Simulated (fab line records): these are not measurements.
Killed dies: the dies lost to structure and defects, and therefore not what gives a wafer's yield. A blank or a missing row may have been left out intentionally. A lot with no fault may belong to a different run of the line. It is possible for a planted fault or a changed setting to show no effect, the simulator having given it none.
Matching of chambers + flow sky130 + SKY_VIA2_CMP_02 on cmp-01 has 4 sister chambers
The step polishes SiO2. 8 wafers are shown with their chamber, then 7 later ones without.

## EACH WAFER AND ITS CHAMBER
| wafer  | chamber | motor current A (A) |
|--------|---------|---------------------|
| L552.5 | 0       | 11.2                |
| L553.2 | 0       | 11.0                |
| L556.3 | 3       | 11.8                |
| L557.3 | 1       | 12.8                |
| L557.4 | 3       | 11.0                |
| L557.6 | 2       | 11.1                |
| L561.4 | 2       | 10.9                |
| L561.5 | 1       | 12.6                |

## WAFERS WITHOUT THEIR CHAMBER
| wafer  | motor current A (A) |
|--------|---------------------|
| L561.6 | 11.3                |
| L574.2 | 12.0                |
| L574.3 | 11.3                |
| L574.6 | 11.1                |
| L575.1 | 11.3                |
| L575.4 | 10.9                |
| L575.6 | 12.7                |

## EACH ONE'S CHAMBER
| wafer  | from the rows above               | in truth |
|--------|-----------------------------------|----------|
| L561.6 | can't be placed: 3 or 0 or 2      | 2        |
| L574.2 | can't be placed: 3 or 1 or 0 or 2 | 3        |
| L574.3 | can't be placed: 3 or 0 or 2      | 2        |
| L574.6 | can't be placed: 0 or 2 or 3      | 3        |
| L575.1 | can't be placed: 3 or 0 or 2      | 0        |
| L575.4 | can't be placed: 2 or 0 or 3      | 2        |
| L575.6 | 1                                 | 1        |
Correctly placed: 1 of 7. From these rows, 6 cannot be placed; in 6 the true chamber is one of the candidates. 0 placed wrongly.
How it was worked out, from the rows above alone: a wafer's distance from a chamber is the root of the sum, over the readings, of the square of ((its reading less the chamber's mean) divided by the reading's scatter). If the next closest chamber is less than 2 further off than the closest, the wafer can't be placed; otherwise it belongs to the closest. A chamber's mean is the mean of its shown wafers. The scatter: the root of (the sum of the squares of (reading less its chamber's mean) over the shown wafers, divided by (wafers less chambers)).
